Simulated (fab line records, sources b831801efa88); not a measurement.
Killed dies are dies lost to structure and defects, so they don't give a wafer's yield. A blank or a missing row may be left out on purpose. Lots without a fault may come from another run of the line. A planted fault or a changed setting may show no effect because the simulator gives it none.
fab line records | flow gf180mcu
record lots=5 wafers=15 last_day=33
route steps=602 shown M2@365 V2@382
lots that met no fault: from a run of the same line without faults
start_h: hours from the record's first day to the start of the lot's first wafer shown | wait_h: hours since the lot's step before | " the same as in the row above | L1.1+2: a row that stands for several wafers | - no value, or no start given | * or withheld: withheld | < > ~ a bound
route shown NAME@n: a module of which the file shows steps, and the number in the route of the first | usual: mean/standard deviation of fault-free wafers | same: alike in all rows | chamber/n: place in a boat | sites: the reading at each site | _std_site: their standard deviation | _edge_site: outer sites' mean less inner sites' | radius_mm: how far each site lies from the wafer's centre | mask NAME#n: copy n | behind: the tool/chamber that last shaped the wafer | hold: why the lot was held/for how many hours/how that ended | device: the transistor (n, p or np) that didn't switch | end of line: the same wafers' tests at the end of the route | a step without rows: its recipe alone | killed: dies lost to structure and defects at the first sort, not the wafer's yield | map: a wafer's dies, x killed, . not, _ none there
set.NAME: the setting as run; set.NAME@STEP: as run at that earlier step | model.NAME: the simulator's own value behind a step, which no gauge read
lots at some steps of the route; a table a step, a row a wafer
services: from which hour (start_h, from the record's first day; less than 0 if before it) a tool's chamber was out of use, for how many hours, and why
## steps
# step GF_M2_SPUTTER_03
# recipe material=Ti target_thk_nm=10 substrate_temp_c=300 chamber_pressure_pa=0.3 power_w=3000 time_s=6.7
# usual cathode_dc_power_W=2999.9/0.45 throttle_valve_pct=29.9/0.89
# columns lot.wafer tool chamber start_h wait_h cathode_dc_power_W throttle_valve_pct
L074.1 pvd_sputter-01 - 417.54 0.0 2999.7 30.0
L074.3 " - " " 3000.2 29.2
L074.6 " - " " 2999.9 30.2
L078.3 pvd_sputter-01 - 456.25 0.0 2999.9 29.1
L078.4 " - " " 2999.9 29.9
L078.5 " - " " 2999.6 30.5
L084.2 pvd_sputter-02 - 511.85 0.0 3000.2 29.0
L084.3 " - " " 3000.0 30.3
L084.6 " - " " 3000.1 31.2
L089.2 pvd_sputter-01 - 548.48 0.0 3000.0 29.8
L089.3 " - " " 3000.5 29.3
L089.4 " - " " 3000.4 30.3
L092.2 pvd_sputter-04 - 566.29 0.0 2999.2 28.0
L092.4 " - " " 2999.2 30.5
L092.6 " - " " 2999.2 28.3
# step GF_M2_SPUTTER_04
# recipe material=TiN target_thk_nm=50 power_w=6500 time_s=41.7 chamber_pressure_pa=0.4
# usual cathode_dc_power_W=6500.1/1.1 throttle_valve_pct=29.9/0.91
# columns lot.wafer tool chamber start_h wait_h cathode_dc_power_W throttle_valve_pct
L074.1 pvd_sputter-01 - 417.56 0.0 6498.0 29.9
L074.3 " - " " 6500.4 28.9
L074.6 " - " " 6498.0 30.4
L078.3 pvd_sputter-01 - 456.27 0.0 6500.0 28.8
L078.4 " - " " 6500.8 29.8
L078.5 " - " " 6500.5 30.2
L084.2 pvd_sputter-02 - 511.87 0.0 6500.8 29.2
L084.3 " - " " 6501.6 30.5
L084.6 " - " " 6498.8 31.1
L089.2 pvd_sputter-01 - 548.50 0.0 6499.7 29.7
L089.3 " - " " 6500.1 29.1
L089.4 " - " " 6500.4 30.4
L092.2 pvd_sputter-04 - 566.31 0.0 6499.5 28.1
L092.4 " - " " 6499.9 30.7
L092.6 " - " " 6499.4 28.3
# step GF_M2_RS_MEAS_05
# recipe thk_meas_gauge=four-point-probe reads=TiN_of_M2_SPUTTER_04+Ti_of_M2_SPUTTER_03+AlCu_of_M2_SPUTTER_02+TiN_of_M2_SPUTTER_01+Ti_of_M2_SPUTTER_00
# usual M2_ALCU_RS=0.0699/0.00075
# columns lot.wafer tool chamber start_h wait_h M2_ALCU_RS[ohm/sq]
L074.1 film_metro-04 - 417.60 0.0 0.0699
L074.3 " - " " 0.0694
L074.6 " - " " 0.0691
L078.3 film_metro-03 - 456.35 0.1 0.0687
L078.4 " - " " 0.0692
L078.5 " - " " 0.0681
L084.2 film_metro-01 - 511.93 0.0 0.0700
L084.3 " - " " 0.0710
L084.6 " - " " 0.0699
L089.2 film_metro-03 - 548.56 0.0 0.0689
L089.3 " - " " 0.0686
L089.4 " - " " 0.0682
L092.2 film_metro-01 - 566.37 0.0 0.0694
L092.4 " - " " 0.0689
L092.6 " - " " 0.0704
# step GF_M2_THK_MEAS_06
# recipe thk_meas_gauge=xrf reads=AlCu_of_M2_SPUTTER_02
# usual M2_ALCU_THK=442/4.7
# columns lot.wafer tool chamber start_h wait_h M2_ALCU_THK[nm]
L074.1 film_metro-04 - 417.72 0.1 445
L074.3 " - " " 445
L074.6 " - " " 448
L078.3 film_metro-03 - 456.45 0.1 448
L078.4 " - " " 448
L078.5 " - " " 453
L084.2 film_metro-01 - 512.04 0.1 444
L084.3 " - " " 439
L084.6 " - " " 447
L089.2 film_metro-03 - 548.67 0.1 448
L089.3 " - " " 447
L089.4 " - " " 451
L092.2 film_metro-01 - 570.84 4.4 444
L092.4 " - " " 448
L092.6 " - " " 436
# step GF_M2_DEHYDRATE_07
# recipe temp_c=200 time_s=60
# columns lot.wafer tool chamber start_h wait_h
L074.1+3+6 litho_track-01 0 429.09 11.4
L078.3+4+5 litho_track-01 0 467.74 11.3
L084.2+3+6 litho_track-01 0 522.56 10.5
L089.2+3+4 litho_track-01 0 559.91 11.2
L092.2+4+6 litho_track-04 0 581.20 10.4
# step GF_M2_HMDS_08
# recipe prime_time_s=60 prime_temp_c=120
# columns lot.wafer tool chamber start_h wait_h
L074.1+3+6 litho_track-01 0 429.24 0.1
L078.3+4+5 litho_track-01 0 467.89 0.1
L084.2+3+6 litho_track-01 0 522.71 0.1
L089.2+3+4 litho_track-01 0 560.06 0.1
L092.2+4+6 litho_track-04 0 581.35 0.1
# step GF_M2_COAT_09
# recipe resist=KrF spin_rpm=withheld resist_thk_nm=1000
# columns lot.wafer tool chamber start_h wait_h
L074.1+3+6 litho_track-01 0 429.39 0.1
L078.3+4+5 litho_track-01 0 468.04 0.1
L084.2+3+6 litho_track-01 0 522.86 0.1
L089.2+3+4 litho_track-01 0 560.21 0.1
L092.2+4+6 litho_track-04 0 581.50 0.1
# step GF_M2_SOFTBAKE_10
# recipe temp_c=130 time_s=60 resist=KrF
# columns lot.wafer tool chamber start_h wait_h
L074.1+3+6 litho_track-01 0 429.54 0.1
L078.3+4+5 litho_track-01 0 468.19 0.1
L084.2+3+6 litho_track-01 0 523.01 0.1
L089.2+3+4 litho_track-01 0 560.36 0.1
L092.2+4+6 litho_track-04 0 581.65 0.1
# step GF_M2_EXPOSE_11
# recipe mask_id=Metal2 target_cd_nm=280 na=0.68 source_shape=conventional sigma_outer=0.6 dose_mj=28
# usual exposure_dose_mJ_cm2=27.973/0.03 stage_vel_mm_s=499.99/0.23
# same sigma_outer=0.6
# columns lot.wafer tool chamber start_h wait_h mask exposure_dose_mJ_cm2 stage_vel_mm_s
L074.1 krf_scanner-02 0 - - Metal2#0 27.985 499.94
L074.3 " 0 " " Metal2#0 28.043 500.22
L074.6 " 0 " " Metal2#0 27.944 499.91
L078.3 krf_scanner-01 0 - - Metal2#0 27.905 499.98
L078.4 " 0 " " Metal2#0 27.938 500.02
L078.5 " 0 " " Metal2#0 27.966 499.95
L084.2 krf_scanner-01 0 - - Metal2#0 27.958 499.82
L084.3 " 0 " " Metal2#0 27.943 499.56
L084.6 " 0 " " Metal2#0 27.929 499.93
L089.2 krf_scanner-02 0 - - Metal2#0 27.963 500.51
L089.3 " 0 " " Metal2#0 27.984 500.01
L089.4 " 0 " " Metal2#0 27.997 500.10
L092.2 krf_scanner-02 0 - - Metal2#0 27.970 499.91
L092.4 " 0 " " Metal2#0 27.973 499.74
L092.6 " 0 " " Metal2#0 27.971 499.91
# step GF_M2_PEB_12
# recipe peb_temp_c=135 peb_time_s=90 resist=KrF
# columns lot.wafer tool chamber start_h wait_h
L074.1+3+6 litho_track-04 0 - -
L078.3+4+5 litho_track-04 0 - -
L084.2+3+6 litho_track-04 0 - -
L089.2+3+4 litho_track-02 0 - -
L092.2+4+6 litho_track-01 0 - -
# step GF_M2_DEVELOP_13
# recipe develop_time_s=60 dev_temp_c=21
# columns lot.wafer tool chamber start_h wait_h
L074.1+3+6 litho_track-04 0 441.68 0.2
L078.3+4+5 litho_track-04 0 479.92 0.1
L084.2+3+6 litho_track-04 0 533.45 0.2
L089.2+3+4 litho_track-02 0 571.00 0.2
L092.2+4+6 litho_track-01 0 592.36 0.2
# step GF_M2_CD_MEAS_14
# recipe target_cd_nm=280
# usual cd_nm=280.2/1.2
# columns lot.wafer tool chamber start_h wait_h cd_nm
L074.1 cd_sem-01 - 441.83 0.1 279.9
L074.3 " - " " 281.1
L074.6 " - " " 279.9
L078.3 cd_sem-02 - 480.06 0.1 280.9
L078.4 " - " " 280.8
L078.5 " - " " 280.2
L084.2 cd_sem-01 - 533.59 0.1 279.4
L084.3 " - " " 278.5
L084.6 " - " " 279.6
L089.2 cd_sem-01 - 571.14 0.1 280.3
L089.3 " - " " 280.6
L089.4 " - " " 281.0
L092.2 cd_sem-02 - 592.50 0.1 280.3
L092.4 " - " " 281.9
L092.6 " - " " 281.8
# step GF_M2_OVL_MEAS_15
# usual M2_OVL=3/5
# columns lot.wafer tool chamber start_h wait_h M2_OVL[nm]
L074.1 overlay-02 - 441.95 0.1 -1
L074.3 " - " " 7
L074.6 " - " " 1
L078.3 overlay-01 - 480.16 0.1 5
L078.4 " - " " 10
L078.5 " - " " -2
L084.2 overlay-02 - 533.70 0.1 6
L084.3 " - " " -1
L084.6 " - " " 0
L089.2 overlay-01 - 571.25 0.1 7
L089.3 " - " " 2
L089.4 " - " " 5
L092.2 overlay-01 - 592.61 0.1 8
L092.4 " - " " 5
L092.6 " - " " 5
# step GF_M2_METAL_ETCH_16
# recipe chemistry=Cl2/BCl3 mask_material=KrF target_depth_nm=750.8 stop_on=SiO2 pressure_mtorr=8 icp_w=800 bias_w=140 Cl2_flow_sccm=80 bcl3_flow_sccm=40 time_s=125.1
# usual bcl3_flow_sccm=40.02/0.12 bias_w=140.0/0.38 drypump_motor_current_A=6.1/0.35 oes_product_au=0.992/0.0059 rf_fwd_power_W=796.0/2.6 throttle_valve_pct=28.227/0.0099
# columns lot.wafer tool chamber start_h wait_h bcl3_flow_sccm bias_w drypump_motor_current_A oes_product_au rf_fwd_power_W rf_hours_counter_h throttle_valve_pct
L074.1 rie_metal-04 1 441.98 0.0 39.93 140.2 5.8 0.985 797.9 9.1 28.239
L074.3 " 1 " " 40.08 139.9 5.8 1.002 798.0 - 28.216
L074.6 " 0 " " 40.16 139.4 5.9 0.990 792.0 - 28.212
L078.3 rie_metal-01 0 480.22 0.1 40.06 140.2 5.8 0.988 796.9 - 28.244
L078.4 " 1 " " 40.13 140.4 6.3 0.989 795.8 - 28.219
L078.5 " 1 " " 40.15 140.2 6.3 0.996 796.0 - 28.238
L084.2 rie_metal-03 1 533.73 0.0 39.95 140.0 6.3 0.994 794.4 5.7 28.223
L084.3 " 1 " " 39.89 140.1 6.4 1.002 795.4 - 28.225
L084.6 " 0 " " 39.90 140.4 6.8 0.990 797.7 - 28.227
L089.2 rie_metal-04 0 571.28 0.0 39.97 139.7 5.9 0.994 797.6 10.9 28.196
L089.3 " 1 " " 40.04 140.6 5.8 0.995 795.5 - 28.212
L089.4 " 0 " " 39.69 139.5 5.9 1.000 798.1 - 28.218
L092.2 rie_metal-01 1 592.64 0.0 39.92 140.2 6.3 0.988 798.2 10.2 28.206
L092.4 " 0 " " 40.08 140.4 5.7 0.991 798.7 - 28.225
L092.6 " 1 " " 39.98 140.1 6.3 0.999 802.4 - 28.217
# step GF_M2_STRIP_17
# recipe chemistry=O2/N2 power_w=1400 pressure_mtorr=1500 platen_temp_c=250 o2_flow_sccm=3000 n2_flow_sccm=300 overash_fraction=0.5
# usual drypump_motor_current_A=6.1/0.5 heater_power_w=343/45 n2_flow_sccm=300.3/0.97 oes_product_au=0.536/0.0042 strip_time_to_endpoint_s=7.36/0.048
# columns lot.wafer tool chamber start_h wait_h drypump_motor_current_A heater_power_w n2_flow_sccm oes_product_au rf_hours_counter_h strip_time_to_endpoint_s
L074.1 plasma_asher-03 0 442.11 0.1 5.0 323 300.9 0.539 63 7.32
L074.3 " 0 " " 5.0 325 301.3 0.533 - 7.31
L074.6 " 1 " " 5.9 326 299.9 0.536 - 7.30
L078.3 plasma_asher-02 1 480.34 0.1 6.6 309 300.0 0.530 - 7.36
L078.4 " 0 " " 6.0 412 301.3 0.534 - 7.31
L078.5 " 1 " " 6.6 303 297.9 0.532 - 7.29
L084.2 plasma_asher-02 0 533.86 0.1 6.0 413 299.1 0.532 40 7.30
L084.3 " 0 " " 6.0 418 301.4 0.531 - 7.30
L084.6 " 0 " " 5.9 426 300.2 0.527 - 7.41
L089.2 plasma_asher-02 1 571.41 0.1 6.6 300 300.9 0.537 44 7.30
L089.3 " 0 " " 6.0 412 299.5 0.536 - 7.30
L089.4 " 1 " " 6.6 304 300.6 0.537 - 7.30
L092.2 plasma_asher-02 1 592.77 0.1 6.6 310 303.0 0.537 46 7.32
L092.4 " 1 " " 6.6 305 302.1 0.542 - 7.37
L092.6 " 1 " " 6.6 313 300.4 0.535 - 7.32
# step GF_M2_STRIP_18
# recipe chemistry=post_etch_residue_remover time_s=1200 temp_c=72.5
# columns lot.wafer tool chamber start_h wait_h
L074.1+3+6 wet_bench-03 0 442.21 0.1
L078.3+4+5 wet_bench-01 0 480.41 0.0
L084.2+3+6 wet_bench-03 1 533.96 0.1
L089.2+3+4 wet_bench-03 2 571.51 0.1
L092.2+4+6 wet_bench-03 3 592.87 0.1
# step GF_M2_CLEAN_19
# recipe chemistry=DIW dry=n2_spin
# columns lot.wafer tool chamber start_h wait_h
L074.1+3+6 wet_bench-04 0 442.62 0.0
L078.3+4+5 wet_bench-03 1 481.16 0.0
L084.2+3+6 wet_bench-01 3 534.30 0.0
L089.2+3+4 wet_bench-04 1 571.85 0.0
L092.2+4+6 wet_bench-04 1 593.24 0.0
# step GF_V2_CVD_00
# recipe material=SiO2 target_thk_nm=600 sigma_open_frac=0.3 temp_c=400 time_s=100 sih4_flow_sccm=60 pressure_mtorr=6
# usual pressure_mtorr=5.998/0.014
# columns lot.wafer tool chamber start_h wait_h pressure_mtorr
L074.1 hdpcvd-01 1 442.71 0.0 6.019
L074.3 " 0 " " 6.004
L074.6 " 0 " " 5.995
L078.3 hdpcvd-01 2 481.26 0.0 5.990
L078.4 " 1 " " 5.992
L078.5 " 0 " " 5.967
L084.2 hdpcvd-01 1 534.39 0.0 5.988
L084.3 " 2 " " 5.983
L084.6 " 2 " " 6.009
L089.2 hdpcvd-01 2 571.94 0.0 5.991
L089.3 " 1 " " 6.009
L089.4 " 1 " " 6.018
L092.2 hdpcvd-02 2 593.44 0.0 5.977
L092.4 " 0 " " 5.975
L092.6 " 1 " " 6.019
# step GF_V2_THK_MEAS_01
# recipe reads=SiO2_of_V2_CVD_00
# usual V2_CVD_00_THK=601/5.3
# columns lot.wafer tool chamber start_h wait_h V2_CVD_00_THK[nm]
L074.1 film_metro-01 - 442.78 0.0 601
L074.3 " - " " 600
L074.6 " - " " 594
L078.3 film_metro-02 - 481.35 0.1 601
L078.4 " - " " 600
L078.5 " - " " 601
L084.2 film_metro-04 - 534.47 0.0 594
L084.3 " - " " 595
L084.6 " - " " 603
L089.2 film_metro-04 - 572.02 0.0 604
L089.3 " - " " 600
L089.4 " - " " 602
L092.2 film_metro-02 - 593.52 0.0 599
L092.4 " - " " 600
L092.6 " - " " 607
# step GF_V2_CVD_02
# recipe material=SiO2 target_thk_nm=850 precursor=TEOS temp_c=400 time_s=94.851 rf_w=600
# usual heater_power_w=698/100 rf_fwd_power_W=596.0/2.6
# columns lot.wafer tool chamber start_h wait_h heater_power_w rf_fwd_power_W
L074.1 pecvd-04 0 442.84 0.1 551 592.3
L074.3 " 1 " " 540 592.6
L074.6 " 1 " " 601 594.5
L078.3 pecvd-01 1 481.39 0.0 730 596.6
L078.4 " 1 " " 602 596.8
L078.5 " 0 " " 714 596.1
L084.2 pecvd-02 1 534.52 0.0 763 594.7
L084.3 " 2 " " 688 598.5
L084.6 " 2 " " 704 596.8
L089.2 pecvd-02 1 572.07 0.0 761 595.7
L089.3 " 2 " " 719 598.8
L089.4 " 1 " " 617 597.0
L092.2 pecvd-04 1 593.57 0.0 620 597.2
L092.4 " 2 " " 836 596.9
L092.6 " 0 " " 626 593.6
# step GF_V2_THK_MEAS_03
# recipe reads=SiO2_of_V2_CVD_02
# usual V2_CVD_02_THK=852/11
# columns lot.wafer tool chamber start_h wait_h V2_CVD_02_THK[nm]
L074.1 film_metro-02 - 442.91 0.0 855
L074.3 " - " " 850
L074.6 " - " " 860
L078.3 film_metro-01 - 481.48 0.1 846
L078.4 " - " " 848
L078.5 " - " " 858
L084.2 film_metro-02 - 534.60 0.0 844
L084.3 " - " " 838
L084.6 " - " " 849
L089.2 film_metro-04 - 572.15 0.0 847
L089.3 " - " " 838
L089.4 " - " " 858
L092.2 film_metro-01 - 593.65 0.0 857
L092.4 " - " " 869
L092.6 " - " " 863
# step GF_V2_CMP_04
# recipe material=SiO2 down_force_psi=4 platen_rpm=60 pad_velocity_m_s=0.94248
# usual motor_current_A=11.6/0.9 time_to_endpoint_s=82/5.3
# columns lot.wafer tool chamber start_h wait_h motor_current_A time_to_endpoint_s
L074.1 cmp-01 2 442.97 0.1 12.4 83
L074.3 " 1 " " 11.8 75
L074.6 " 2 " " 12.1 80
L078.3 cmp-01 0 481.52 0.0 11.2 71
L078.4 " 3 " " 10.2 75
L078.5 " 0 " " 11.2 74
L084.2 cmp-01 0 534.65 0.0 11.7 79
L084.3 " 3 " " 9.9 80
L084.6 " 1 " " 12.0 81
L089.3 cmp-01 1 572.25 0.1 11.5 73
L089.4 " 2 " " 12.3 85
L089.2 " 3 " " 10.3 82
L092.4 cmp-01 3 593.75 0.1 10.4 92
L092.2 " 1 " " 11.8 84
L092.6 " 2 " " 12.9 88
# step GF_V2_BOW_MEAS_05
# recipe mode=bow
# usual V2_BOW=100/7.5
# columns lot.wafer tool chamber start_h wait_h V2_BOW[um]
L074.1 film_metro-02 - 443.27 0.2 98
L074.3 " - " " 98
L074.6 " - " " 88
L078.3 film_metro-01 - 481.86 0.3 103
L078.4 " - " " 106
L078.5 " - " " 96
L084.2 film_metro-04 - 534.97 0.3 108
L084.3 " - " " 92
L084.6 " - " " 103
L089.2 film_metro-01 - 572.52 0.1 94
L089.3 " - " " 95
L089.4 " - " " 90
L092.2 film_metro-01 - 594.02 0.1 101
L092.4 " - " " 95
L092.6 " - " " 93
# step GF_V2_DEHYDRATE_06
# recipe temp_c=200 time_s=60
# columns lot.wafer tool chamber start_h wait_h
L074.1+3+6 litho_track-03 0 454.84 11.6
L078.3+4+5 litho_track-03 0 493.34 11.5
L084.2+3+6 litho_track-03 0 545.42 10.4
L089.2+3+4 litho_track-03 0 583.07 10.5
L092.2+4+6 litho_track-02 0 603.90 9.9
# step GF_V2_HMDS_07
# recipe prime_time_s=60 prime_temp_c=120
# columns lot.wafer tool chamber start_h wait_h
L074.1+3+6 litho_track-03 0 454.99 0.1
L078.3+4+5 litho_track-03 0 493.49 0.1
L084.2+3+6 litho_track-03 0 545.57 0.1
L089.2+3+4 litho_track-03 0 583.22 0.1
L092.2+4+6 litho_track-02 0 604.05 0.1
# step GF_V2_COAT_08
# recipe resist=BARC temp_c=withheld time_s=withheld spin_rpm=withheld resist_thk_nm=withheld
# columns lot.wafer tool chamber start_h wait_h
L074.1+3+6 litho_track-03 0 455.14 0.1
L078.3+4+5 litho_track-03 0 493.64 0.1
L084.2+3+6 litho_track-03 0 545.72 0.1
L089.2+3+4 litho_track-03 0 583.37 0.1
L092.2+4+6 litho_track-02 0 604.20 0.1
# step GF_V2_COAT_09
# recipe resist=KrF spin_rpm=withheld resist_thk_nm=1000
# columns lot.wafer tool chamber start_h wait_h
L074.1+3+6 litho_track-03 0 - -
L078.3+4+5 litho_track-03 0 - -
L084.2+3+6 litho_track-03 0 - -
L089.2+3+4 litho_track-03 0 - -
L092.2+4+6 litho_track-02 0 - -
# step GF_V2_SOFTBAKE_10
# recipe temp_c=130 time_s=60 resist=KrF
# columns lot.wafer tool chamber start_h wait_h
L074.1+3+6 litho_track-03 0 - -
L078.3+4+5 litho_track-03 0 - -
L084.2+3+6 litho_track-03 0 - -
L089.2+3+4 litho_track-03 0 - -
L092.2+4+6 litho_track-02 0 - -
# step GF_V2_EXPOSE_11
# recipe mask_id=Via2 target_cd_nm=260 na=0.68 source_shape=conventional sigma_outer=0.6 dose_mj=38
# usual exposure_dose_mJ_cm2=37.96/0.043 stage_vel_mm_s=500.00/0.26
# same sigma_outer=0.6
# columns lot.wafer tool chamber start_h wait_h mask exposure_dose_mJ_cm2 stage_vel_mm_s
L074.1 krf_scanner-02 0 - - Via2#0 37.99 500.14
L074.3 " 0 " " Via2#0 37.98 500.06
L074.6 " 0 " " Via2#0 37.99 500.25
L078.3 krf_scanner-02 0 - - Via2#0 37.89 500.08
L078.4 " 0 " " Via2#0 37.93 500.14
L078.5 " 0 " " Via2#0 37.96 500.07
L084.2 krf_scanner-02 0 - - Via2#0 37.91 500.21
L084.3 " 0 " " Via2#0 37.92 499.72
L084.6 " 0 " " Via2#0 37.99 500.00
L089.2 krf_scanner-01 0 - - Via2#0 37.99 499.94
L089.3 " 0 " " Via2#0 37.94 500.04
L089.4 " 0 " " Via2#0 37.95 499.96
L092.2 krf_scanner-02 0 - - Via2#0 37.95 500.00
L092.4 " 0 " " Via2#0 37.97 500.35
L092.6 " 0 " " Via2#0 38.06 500.25
# step GF_V2_PEB_12
# recipe peb_temp_c=135 peb_time_s=90 resist=KrF
# columns lot.wafer tool chamber start_h wait_h
L074.1+3+6 litho_track-03 0 - -
L078.3+4+5 litho_track-01 0 - -
L084.2+3+6 litho_track-02 0 - -
L089.2+3+4 litho_track-02 0 - -
L092.2+4+6 litho_track-02 0 - -
# step GF_V2_DEVELOP_13
# recipe develop_time_s=60 resist=KrF dev_temp_c=21
# columns lot.wafer tool chamber start_h wait_h
L074.1+3+6 litho_track-03 0 467.34 0.2
L078.3+4+5 litho_track-01 0 505.69 0.1
L084.2+3+6 litho_track-02 0 557.35 0.2
L089.2+3+4 litho_track-02 0 594.15 0.2
L092.2+4+6 litho_track-02 0 614.85 0.2
# step GF_V2_CD_MEAS_14
# recipe target_cd_nm=260
# usual cd_nm=260.2/1.3
# columns lot.wafer tool chamber start_h wait_h cd_nm
L074.1 cd_sem-02 - 467.49 0.1 261.0
L074.3 " - " " 261.7
L074.6 " - " " 260.5
L078.3 cd_sem-02 - 505.83 0.1 258.4
L078.4 " - " " 257.2
L078.5 " - " " 258.2
L084.2 cd_sem-01 - 557.49 0.1 261.4
L084.3 " - " " 260.4
L084.6 " - " " 261.4
L089.2 cd_sem-02 - 594.29 0.1 259.0
L089.3 " - " " 259.1
L089.4 " - " " 257.9
L092.2 cd_sem-02 - 614.99 0.1 260.8
L092.4 " - " " 260.6
L092.6 " - " " 259.5
# step GF_V2_OVL_MEAS_15
# usual V2_OVL=-2/6.9
# columns lot.wafer tool chamber start_h wait_h V2_OVL[nm]
L074.1 overlay-02 - 467.61 0.1 -7
L074.3 " - " " -12
L074.6 " - " " 0
L078.3 overlay-01 - 505.92 0.1 -14
L078.4 " - " " -2
L078.5 " - " " -15
L084.2 overlay-01 - 557.60 0.1 3
L084.3 " - " " -5
L084.6 " - " " -1
L089.2 overlay-02 - 594.40 0.1 0
L089.3 " - " " -1
L089.4 " - " " -3
L092.2 overlay-02 - 615.10 0.1 -4
L092.4 " - " " 3
L092.6 " - " " -6
# step GF_V2_ETCH_16
# recipe chemistry=N2/H2 target_depth_a=withheld overetch_a=withheld time_s=withheld target=BARC ion_energy_ev=200 source_w=500 bias_w=100 pressure_mtorr=30 n2_flow_sccm=100 h2_flow_sccm=200
# usual bias_w=100.0/0.35 drypump_motor_current_A=5.8/0.43 n2_flow_sccm=100.0/0.32 oes_product_au=0.854/0.0051 rf_fwd_power_W=494.6/1.8 throttle_valve_pct=13.226/0.0089
# columns lot.wafer tool chamber start_h wait_h bias_w drypump_motor_current_A n2_flow_sccm oes_product_au rf_fwd_power_W throttle_valve_pct
L074.1 rie_diel-03 1 467.65 0.0 100.4 6.2 99.7 0.860 494.6 13.229
L074.3 " 3 " " 100.0 5.4 99.8 0.853 493.5 13.213
L074.6 " 3 " " 100.1 5.4 100.1 0.860 495.8 13.221
L078.3 rie_diel-03 2 505.94 0.0 100.0 5.7 100.1 0.855 495.2 13.221
L078.4 " 1 " " 99.8 6.2 100.1 0.849 491.1 13.235
L078.5 " 3 " " 99.4 5.4 99.8 0.856 494.9 13.236
L084.2 rie_diel-04 3 557.63 0.0 100.6 5.7 100.1 0.852 495.2 13.215
L084.3 " 0 " " 100.2 6.1 99.9 0.850 493.8 13.224
L084.6 " 3 " " 100.5 5.7 99.5 0.851 495.3 13.238
L089.2 rie_diel-04 2 594.43 0.0 99.4 5.5 99.5 0.849 498.0 13.219
L089.3 " 1 " " 100.1 6.1 100.0 0.846 496.0 13.229
L089.4 " 3 " " 99.7 5.7 100.3 0.861 499.0 13.226
L092.2 rie_diel-03 3 615.13 0.0 99.8 5.4 100.0 0.857 493.7 13.223
L092.4 " 2 " " 100.1 5.7 100.3 0.860 497.4 13.220
L092.6 " 1 " " 99.6 6.2 99.9 0.864 491.8 13.223
# step GF_V2_ETCH_17
# recipe chemistry=C4F8/O2/Ar mask_material=KrF target=SiO2 stop_on=TiN source_w=1500 bias_w=1200 pressure_mtorr=40 c4f8_flow_sccm=withheld O2_flow_sccm=6 Ar_flow_sccm=300 time_s=withheld target_depth_a=6300
# usual bias_w=1200/3.5 oes_product_au=0.856/0.0046 rf_fwd_power_W=1492/4.3
# columns lot.wafer tool chamber start_h wait_h bias_w oes_product_au rf_fwd_power_W
L074.1 rie_diel-03 1 - - 1195 0.852 1487
L074.3 " 3 " " 1200 0.858 1493
L074.6 " 3 " " 1196 0.854 1492
L078.3 rie_diel-03 2 - - 1203 0.856 1497
L078.4 " 1 " " 1200 0.855 1492
L078.5 " 3 " " 1203 0.860 1495
L084.2 rie_diel-04 3 - - 1202 0.859 1504
L084.3 " 0 " " 1200 0.858 1493
L084.6 " 3 " " 1199 0.855 1500
L089.2 rie_diel-04 2 - - 1200 0.861 1489
L089.3 " 1 " " 1197 0.857 1495
L089.4 " 3 " " 1196 0.856 1501
L092.2 rie_diel-03 3 - - 1206 0.858 1489
L092.4 " 2 " " 1192 0.855 1496
L092.6 " 1 " " 1199 0.859 1488
# step GF_V2_STRIP_18
# recipe chemistry=O2/N2 power_w=1400 pressure_mtorr=1500 platen_temp_c=250 o2_flow_sccm=3000 n2_flow_sccm=300 overash_fraction=0.5
# usual drypump_motor_current_A=5.6/0.55 heater_power_w=333/28 n2_flow_sccm=299.9/0.98 oes_product_au=0.593/0.0043
# columns lot.wafer tool chamber start_h wait_h drypump_motor_current_A heater_power_w n2_flow_sccm oes_product_au rf_hours_counter_h
L074.1 plasma_asher-04 1 467.78 - 5.1 368 299.5 0.593 84
L074.3 " 0 " " 5.9 397 297.8 0.587 -
L074.6 " 0 " " 5.9 404 297.3 0.585 -
L078.3 plasma_asher-03 0 506.10 - 5.0 318 299.1 0.602 -
L078.4 " 1 " " 5.9 319 300.4 0.594 -
L078.5 " 0 " " 5.0 318 299.3 0.592 -
L084.2 plasma_asher-03 0 557.76 - 5.0 326 300.1 0.589 74
L084.3 " 0 " " 5.0 316 298.6 0.602 -
L084.6 " 0 " " 5.0 316 300.0 0.587 -
L089.2 plasma_asher-01 0 594.56 - 5.9 328 298.8 0.587 18
L089.3 " 1 " " 6.6 323 300.6 0.595 -
L089.4 " 0 " " 6.0 326 300.2 0.588 -
L092.2 plasma_asher-04 1 615.26 - 5.1 370 300.6 0.594 101
L092.4 " 0 " " 5.9 399 300.0 0.587 -
L092.6 " 0 " " 5.9 415 298.8 0.592 -
# step GF_V2_STRIP_19
# recipe chemistry=post_etch_residue_remover time_s=1200 temp_c=72.5
# columns lot.wafer tool chamber start_h wait_h
L074.1+3+6 wet_bench-03 2 467.88 0.1
L078.3+4+5 wet_bench-04 3 506.17 0.0
L084.2+3+6 wet_bench-04 0 557.86 0.1
L089.2+3+4 wet_bench-03 2 594.66 0.1
L092.2+4+6 wet_bench-04 1 615.36 0.1
# step GF_V2_CLEAN_20
# recipe chemistry=DIW dry=n2_spin
# columns lot.wafer tool chamber start_h wait_h
L074.1+3+6 wet_bench-04 3 468.29 0.0
L078.3+4+5 wet_bench-03 2 506.54 0.0
L084.2+3+6 wet_bench-02 0 558.23 0.0
L089.2+3+4 wet_bench-04 1 595.03 0.0
L092.2+4+6 wet_bench-03 3 615.70 0.0
## services
# columns tool chamber start_h hours kind
plasma_asher-02 - 401.65 2.6 repair
cmp-01 - 404.14 4.0 pm
cmp-01 - 406.87 0.6 repair
krf_scanner-02 - 409.36 0.8 pm
cmp-01 - 412.35 3.8 repair
rie_diel-03 3 414.43 7.2 repair
rie_diel-04 0 429.38 1.7 repair
rie_diel-03 0 449.41 1.4 repair
rie_diel-04 - 463.58 14.6 pm
krf_scanner-02 - 465.47 1.0 pm
rie_diel-03 0 481.58 6.4 repair
rie_diel-03 1 488.29 9.8 repair
cmp-01 - 490.35 1.3 repair
hdpcvd-01 - 497.19 1.6 repair
pvd_sputter-01 - 505.61 6.3 repair
rie_diel-03 0 514.65 14.2 repair
cmp-01 - 515.84 4.2 repair
rie_diel-04 1 516.08 8.9 repair
krf_scanner-02 - 517.71 1.3 pm
cmp-01 - 520.07 4.7 pm
cmp-01 - 527.87 2.4 repair
krf_scanner-02 - 578.23 0.8 pm
rie_diel-03 2 589.66 5.2 repair
pvd_sputter-01 - 610.56 1.6 repair
## key
fault none
